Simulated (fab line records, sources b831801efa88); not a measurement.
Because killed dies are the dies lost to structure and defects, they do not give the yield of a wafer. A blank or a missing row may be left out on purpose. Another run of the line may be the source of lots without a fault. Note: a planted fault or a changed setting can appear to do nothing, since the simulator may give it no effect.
Which tool did it?	flow sky130	24 lots with 72 wafers sampled at 4 steps, on a route of 708 steps

## WHAT THE GAUGES SHOWED, per wafer
SKY_FIELD_ISO_CD_MEAS_13: the cd target is 150 nm. Usual: cd nm 149.7 nm, standard deviation 1.6.
lot	measured	on	cd nm (nm)	flag
L074	day 2 05:59	cd sem-01	146.6 146.4 146.8	
L075	day 2 14:10	cd sem-02	151.1 150.1 151.0	
L076	day 2 14:19	cd sem-01	149.1 149.9 149.9	
L077	day 3 04:25	cd sem-01	149.9 150.8 149.5	
L078	day 3 04:39	cd sem-02	151.9 152.4 152.3	
L079	day 3 15:13	cd sem-02	148.4 148.7 148.4	
L080	day 3 15:25	cd sem-01	147.2 146.5 145.7	
L081	day 3 18:23	cd sem-01	150.9 149.2 149.1	
L082	day 4 01:40	cd sem-02	150.0 150.5 151.8	
L083	day 4 06:43	cd sem-02	149.7 150.2 148.6	
L084	day 4 11:03	cd sem-01	152.1 152.2 151.4	
L085	day 4 15:55	cd sem-01	149.9 147.6 149.9	
L086	day 4 22:32	cd sem-02	149.2 151.3 151.9	
L087	day 5 04:47	cd sem-01	151.2 151.0 149.5	
L088	day 5 05:36	cd sem-01	151.1 148.8 148.6	
L089	day 5 11:28	cd sem-01	152.5 153.0 151.7	
L090	day 5 15:09	cd sem-02	150.3 150.6 150.7	
L091	day 5 20:56	cd sem-01	150.3 150.2 150.0	
L092	day 6 01:14	cd sem-02	149.3 148.5 148.7	
L093	day 6 08:18	cd sem-02	148.7 150.5 150.1	
L094	day 6 13:19	cd sem-01	149.1 147.1 148.7	
L095	day 6 17:42	cd sem-01	148.7 148.8 148.5	
L096	day 7 01:08	cd sem-01	147.8 148.2 148.6	
L097	day 7 05:30	cd sem-01	150.9 148.4 149.1	

SKY_SONOS_TUNNEL_OVL_MEAS_08. Usual: for SONOS_TUNNEL_OVL the level is -1.0 nm and the standard deviation is 1.3.
lot	measured	on	SONOS_TUNNEL_OVL (nm)	flag
L074	day 12 03:52	overlay-02	0.4 -0.4 -1.4	
L075	day 12 09:31	overlay-01	0.9 -0.7 0.0	
L076	day 12 08:44	overlay-02	-2.9 -1.3 -3.8	
L077	day 12 22:52	overlay-01	-0.7 0.7 -0.8	
L078	day 12 23:28	overlay-01	-0.9 -2.8 -1.9	
L079	day 13 13:47	overlay-02	-0.6 -2.2 -2.1	
L080	day 13 14:57	overlay-01	-2.0 -2.4 -0.7	
L081	day 13 17:46	overlay-02	-2.0 -3.7 -3.4	
L082	day 14 04:09	overlay-01	-1.0 0.0 -1.7	
L083	day 14 09:22	overlay-02	-1.9 -1.3 -2.3	
L084	day 14 20:49	overlay-02	1.1 0.0 0.9	
L085	day 15 05:06	overlay-02	-1.1 -0.8 -1.8	
L086	day 15 11:35	overlay-01	-0.2 -1.2 -0.3	
L087	day 15 23:37	overlay-01	-1.1 -1.1 -1.0	
L088	day 16 02:34	overlay-02	-1.2 -1.2 0.9	
L089	day 16 13:24	overlay-01	0.9 -0.4 0.5	
L090	day 16 16:17	overlay-01	-2.1 -1.1 -1.0	
L091	day 16 22:34	overlay-01	0.2 0.5 -1.2	
L092	day 17 06:18	overlay-01	-1.9 -1.2 -1.9	
L093	day 17 20:16	overlay-01	-0.6 0.5 -1.3	
L094	day 17 22:35	overlay-01	-3.2 -3.1 -2.4	
L095	day 18 08:28	overlay-02	1.0 0.6 0.5	
L096	day 19 01:59	overlay-01	1.1 -1.1 -0.7	
L097	day 19 07:16	overlay-02	-3.1 -1.9 -2.9	

SKY_METAL1_RS_MEAS_05: the measuring method here is four-point-probe. Usual: for METAL1_ALCU_RS the level is 0.1271 ohm/sq and the standard deviation is 0.0012.
lot	measured	on	METAL1_ALCU_RS (ohm/sq)	flag
L074	day 32 12:25	film metro-03	0.1254 0.1264 0.1278	
L075	day 32 21:11	film metro-04	0.1289 0.1302 0.1289	
L076	day 32 20:23	film metro-04	0.1270 0.1265 0.1274	
L077	day 33 08:55	film metro-04	0.1263 0.1263 0.1261	
L078	day 33 13:49	film metro-04	0.1286 0.1285 0.1291	
L079	day 33 19:14	film metro-03	0.1272 0.1291 0.1270	
L080	day 34 00:40	film metro-03	0.1263 0.1256 0.1265	
L081	day 34 07:17	film metro-04	0.1257 0.1250 0.1259	
L082	day 34 18:44	film metro-04	0.1275 0.1254 0.1269	
L083	day 34 22:23	film metro-01	0.1273 0.1271 0.1273	
L084	day 35 06:39	film metro-01	0.1282 0.1288 0.1291	
L085	day 35 14:58	film metro-04	0.1284 0.1288 0.1284	
L086	day 35 20:12	film metro-01	0.1263 0.1259 0.1266	
L087	day 36 09:44	film metro-04	0.1267 0.1259 0.1262	
L088	day 36 10:46	film metro-01	0.1271 0.1263 0.1270	
L089	day 36 19:23	film metro-03	0.1258 0.1239 0.1253	
L090	day 36 20:45	film metro-03	0.1280 0.1267 0.1282	
L091	day 37 01:30	film metro-04	0.1281 0.1261 0.1268	
L092	day 37 08:18	film metro-01	0.1279 0.1271 0.1275	
L093	day 37 20:46	film metro-04	0.1268 0.1260 0.1270	
L094	day 38 00:46	film metro-04	0.1292 0.1286 0.1297	
L095	day 38 09:33	film metro-04	0.1253 0.1261 0.1263	
L096	day 38 18:05	film metro-01	0.1276 0.1280 0.1280	
L097	day 39 01:53	film metro-04	0.1263 0.1272 0.1260	

## WHICH TOOL RAN EACH LOT (tool, then ch and the chambers of the sampled wafers, then the start)
lot	SKY_POLY_CUT_ETCH_10
L074	rie diel-04 ch 0,2, day 25 04:07
L075	rie diel-04 ch 0,2,3, day 25 11:05
L076	rie diel-02 ch 1,2, day 25 10:58
L077	rie diel-04 ch 0,2,3, day 26 01:25
L078	rie diel-03 ch 0,1,2, day 26 08:39
L079	rie diel-03 ch 0,2, day 26 12:16
L080	rie diel-04 ch 0,1,3, day 26 18:54
L081	rie diel-03 ch 0,1,3, day 27 00:28
L082	rie diel-03 ch 0,1,3, day 27 14:36
L083	rie diel-03 ch 0,1,2, day 27 17:19
L084	rie diel-02 ch 2,3, day 28 03:28
L085	rie diel-02 ch 1,3, day 28 12:43
L086	rie diel-04 ch 0,1,3, day 28 17:52
L087	rie diel-02 ch 0,3, day 29 06:52
L088	rie diel-04 ch 0,2, day 29 09:55
L089	rie diel-04 ch 0,2,3, day 29 18:07
L090	rie diel-04 ch 0,1,3, day 29 19:43
L091	rie diel-03 ch 0,1, day 30 02:07
L092	rie diel-03 ch 0,1,3, day 30 09:13
L093	rie diel-02 ch 0,1,3, day 30 21:28
L094	rie diel-04 ch 0,3, day 31 01:40
L095	rie diel-02 ch 0,1,3, day 31 12:52
L096	rie diel-02 ch 1,2,3, day 31 22:32
L097	rie diel-04 ch 0,2,3, day 32 05:28
- SKY_POLY_CUT_ETCH_10: etches BARC in N2/H2, stops on SiO2, time 45.9 s, target depth 60 nm.

## AS READ BY THE TOOLS THEMSELVES (means over the sampled wafers that have a number; for cases with no such wafer, the mark the record gives instead)
SKY_POLY_CUT_ETCH_10. Usual: drypump motor current A 5.4 A, standard deviation 0.33; n2 flow sccm 100.03 sccm, standard deviation 0.3; oes product au 0.855 a.u., standard deviation 0.0049; throttle valve pct 13.223 %, standard deviation 0.0088.
lot	tool	drypump motor current A (A)	n2 flow sccm (sccm)	oes product au (a.u.)	throttle valve pct (%)	flag
L074	rie diel-04	5.5	99.90	0.856	13.216	
L075	rie diel-04	5.3	100.08	0.856	13.226	
L076	rie diel-02	5.1	100.17	0.858	13.219	
L077	rie diel-04	5.3	99.95	0.852	13.224	
L078	rie diel-03	5.6	100.00	0.848	13.222	
L079	rie diel-03	5.7	99.89	0.854	13.222	
L080	rie diel-04	5.2	100.18	0.854	13.226	
L081	rie diel-03	5.7	99.95	0.854	13.229	
L082	rie diel-03	5.8	100.07	0.860	13.219	
L083	rie diel-03	5.6	100.16	0.854	13.218	
L084	rie diel-02	5.7	99.94	0.857	13.236	
L085	rie diel-02	5.6	100.02	0.858	13.223	
L086	rie diel-04	5.2	99.88	0.859	13.227	
L087	rie diel-02	5.5	100.07	0.853	13.221	
L088	rie diel-04	5.4	99.94	0.857	13.228	
L089	rie diel-04	5.3	99.97	0.859	13.229	
L090	rie diel-04	5.2	99.89	0.859	13.216	
L091	rie diel-03	5.8	100.09	0.859	13.219	
L092	rie diel-03	5.8	100.24	0.854	13.221	
L093	rie diel-02	5.6	99.91	0.851	13.220	
L094	rie diel-04	5.1	100.24	0.854	13.221	
L095	rie diel-02	5.6	99.98	0.858	13.223	
L096	rie diel-02	5.5	99.85	0.856	13.236	
L097	rie diel-04	5.3	100.29	0.846	13.225	

## THE ANSWER, worked out from the rows above alone
Rule: a lot is off if the mean of its wafers that have a number lies more than 3 standard deviations from the usual mean. A lot without any number at a reading at which 4 lots or more have one is off too. Where the step has rows for the other lots, those lots are counted as sound. First the gauges in route order, then the tools' own readings, where a lot's mean is used as printed above. The first step at which some lot is off is used, and at that step the reading that is off furthest; a lot without a number counts as furthest.
Across all readings shown, no lot is off: no conclusion can be drawn from this.

## WHAT THE SIMULATOR HAD PUT IN
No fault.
